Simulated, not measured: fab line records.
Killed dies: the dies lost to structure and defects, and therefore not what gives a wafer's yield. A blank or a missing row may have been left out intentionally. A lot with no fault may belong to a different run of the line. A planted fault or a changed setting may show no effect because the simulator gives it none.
The tool behind it: which one? ; flow sky130 ; 14 lots with 42 wafers sampled at 4 steps, on a route of 708 steps

== WHAT THE GAUGES SHOWED, per wafer ==
Not one reading of a measure or inspect step in the record can be checked against a usual standard deviation.

== WHICH TOOL RAN EACH LOT (tool, then ch and the chambers of the sampled wafers, then the start) ==
lot;SKY_CAP2M_STRIP_14;SKY_VIA4_CMP_02;SKY_METAL5_DEVELOP_13;SKY_METAL5_METAL_ETCH_15
L682;plasma asher-01 ch 0,1, day 41 14:37;cmp-02 ch 0,1, day 42 15:38;litho track-03 ch 0, day 44 14:55;rie metal-03 ch 0,1, day 44 15:07
L683;plasma asher-04 ch 0,1, day 41 19:26;cmp-01 ch 0,1,3, day 42 20:22;litho track-01 ch 0, day 44 18:43;rie metal-03 ch 0,1, day 44 18:55
L685;plasma asher-03 ch 0,1, day 42 05:22;cmp-02 ch 1,2,3, day 43 06:17;litho track-01 ch 0, day 45 04:43;rie metal-03 ch 0,1, day 45 04:55
L688;plasma asher-04 ch 0,1, day 43 02:10;cmp-02 ch 2,3, day 44 02:55;litho track-04 ch 0, day 46 00:05;rie metal-01 ch 0,1, day 46 00:15
L690;plasma asher-04 ch 0,1, day 43 15:02;cmp-02 ch 0,3, day 44 15:22;litho track-01, day 46 11:07;rie metal-03 ch 0,1, day 46 11:19
L691;plasma asher-04 ch 0,1, day 43 23:47;cmp-01 ch 0,2, day 45 00:09;litho track-03, day 46 20:28;rie metal-03 ch 0,1, day 46 20:38
L694;plasma asher-03 ch 0,1, day 44 16:40;cmp-01 ch 0,1,3, day 45 16:20;litho track-03 ch 0, day 47 10:32;rie metal-01 ch 0,1, day 47 10:41
L695;plasma asher-01 ch 0,1, day 45 00:35;cmp-01 ch 0,1,3, day 46 00:13;litho track-04 ch 0, day 47 18:46;rie metal-03 ch 0,1, day 47 18:57
L696;plasma asher-04 ch 0,1, day 45 08:44;cmp-01 ch 0,2,3, day 46 07:21;litho track-03 ch 0, day 48 01:26;rie metal-03 ch 0,1, day 48 01:35
L699;plasma asher-01 ch 0,1, day 45 22:53;cmp-01 ch 0,1,3, day 46 22:08;litho track-01 ch 0, day 48 15:25;rie metal-03 ch 0,1, day 48 15:37
L701;plasma asher-03 ch 0,1, day 46 06:17;cmp-02 ch 0,1,3, day 47 04:55;litho track-04 ch 0, day 48 21:07;rie metal-02 ch 0,1, day 48 21:18
L702;plasma asher-01 ch 0,1, day 46 11:41;cmp-02 ch 0,1,3, day 47 10:29;litho track-03 ch 0, day 49 01:34;rie metal-03 ch 0,1, day 49 01:44
L703;plasma asher-01 ch 0,1, day 46 16:07;cmp-02 ch 0,1, day 47 14:03;litho track-03 ch 0, day 49 04:49;rie metal-03 ch 0,1, day 49 05:01
L704;plasma asher-01 ch 0,1, day 46 23:55;cmp-02 ch 1,2, day 47 22:01;litho track-03 ch 0, day 49 12:10;rie metal-01 ch 0,1, day 49 12:22
- SKY_CAP2M_STRIP_14: strips in O2/N2.
- SKY_VIA4_CMP_02: polishes SiO2.
- SKY_METAL5_DEVELOP_13: develop time 60 s.
- SKY_METAL5_METAL_ETCH_15: etches the open film in Cl2/BCl3, stops on SiO2, target depth 1260 nm, time 252 s.

== WHAT THE TOOLS THEMSELVES READ (means of the sampled wafers that have a number; where no wafer has one, the mark that the record gives instead) ==
SKY_CAP2M_STRIP_14.
lot;tool;drypump motor current A (A);o2 flow sccm (sccm);oes product au (a.u.);strip time to endpoint s (s)
L682;plasma asher-01;5.7;2998;0.712;12.70
L683;plasma asher-04;5.4;2994;0.705;12.71
L685;plasma asher-03;5.4;3005;0.708;12.64
L688;plasma asher-04;5.2;2994;0.709;12.71
L690;plasma asher-04;5.5;3001;0.711;12.76
L691;plasma asher-04;5.2;3002;0.707;12.69
L694;plasma asher-03;5.3;3001;0.709;12.64
L695;plasma asher-01;5.7;3005;0.714;12.66
L696;plasma asher-04;5.3;2993;0.709;12.61
L699;plasma asher-01;5.7;2999;0.703;12.70
L701;plasma asher-03;5.3;3006;0.711;12.71
L702;plasma asher-01;6.1;3007;0.716;12.71
L703;plasma asher-01;5.7;3004;0.706;12.67
L704;plasma asher-01;6.1;3016;0.707;12.70

SKY_VIA4_CMP_02.
lot;tool;motor current A (A)
L682;cmp-02;11.9
L683;cmp-01;12.4
L685;cmp-02;12.1
L688;cmp-02;11.8
L690;cmp-02;11.4
L691;cmp-01;12.7
L694;cmp-01;12.4
L695;cmp-01;13.1
L696;cmp-01;13.0
L699;cmp-01;12.5
L701;cmp-02;11.5
L702;cmp-02;11.4
L703;cmp-02;11.1
L704;cmp-02;12.1

SKY_METAL5_DEVELOP_13.
lot;tool;chill plate temp C (C)
L682;litho track-03;23.18
L683;litho track-01;22.99
L685;litho track-01;23.07
L688;litho track-04;23.08
L690;litho track-01;-
L691;litho track-03;-
L694;litho track-03;23.01
L695;litho track-04;22.78
L696;litho track-03;23.01
L699;litho track-01;22.99
L701;litho track-04;22.94
L702;litho track-03;22.92
L703;litho track-03;22.91
L704;litho track-03;23.16

SKY_METAL5_METAL_ETCH_15.
lot;tool;drypump motor current A (A);oes product au (a.u.);rf fwd power W (W);throttle valve pct (%)
L682;rie metal-03;5.7;0.895;902;22.267
L683;rie metal-03;5.5;0.899;899;22.257
L685;rie metal-03;5.5;0.898;898;22.269
L688;rie metal-01;5.3;0.895;897;22.261
L690;rie metal-03;5.7;0.896;900;22.258
L691;rie metal-03;5.5;0.895;899;22.266
L694;rie metal-01;5.3;0.896;900;22.272
L695;rie metal-03;5.7;0.894;897;22.260
L696;rie metal-03;5.7;0.892;899;22.258
L699;rie metal-03;5.4;0.894;897;22.259
L701;rie metal-02;5.6;0.892;895;22.265
L702;rie metal-03;5.7;0.895;897;22.264
L703;rie metal-03;5.4;0.895;899;22.267
L704;rie metal-01;5.3;0.896;897;22.273

== THE ANSWER, worked out from the rows above alone ==
Rule: what is usual is taken from the lots themselves. The widest of any qualifying gaps counts: lots, ordered by their means at a reading, are off when they make up no more than a third of the lots, leave a main group of 4 or more, and stand apart from it by 3 or more times the standard deviation of that group's means. Not used: any main group whose means are identical at the precision the tables above print for the reading. A lot without any number at a reading at which 4 lots or more have one is off too. All remaining lots with rows at the step are treated as sound. The gauges are gone through in route order, then the tools' own readings, and for those a lot's mean is taken as printed above. The first step at which some lot is off is used, and at that step the reading that is off furthest; a lot without a number counts as furthest.
Off: L690, L691 (SKY_METAL5_DEVELOP_13, chill plate temp C). Without a number there: L690, L691. The main group: mean 23.00 C, standard deviation 0.11.
If a tool, at that step or one of the process steps before it, ran each lot that is off and ran no sound lot following the first of them, it fits. Not one of the candidates tried fits.

== WHAT THE SIMULATOR HAD PUT IN ==
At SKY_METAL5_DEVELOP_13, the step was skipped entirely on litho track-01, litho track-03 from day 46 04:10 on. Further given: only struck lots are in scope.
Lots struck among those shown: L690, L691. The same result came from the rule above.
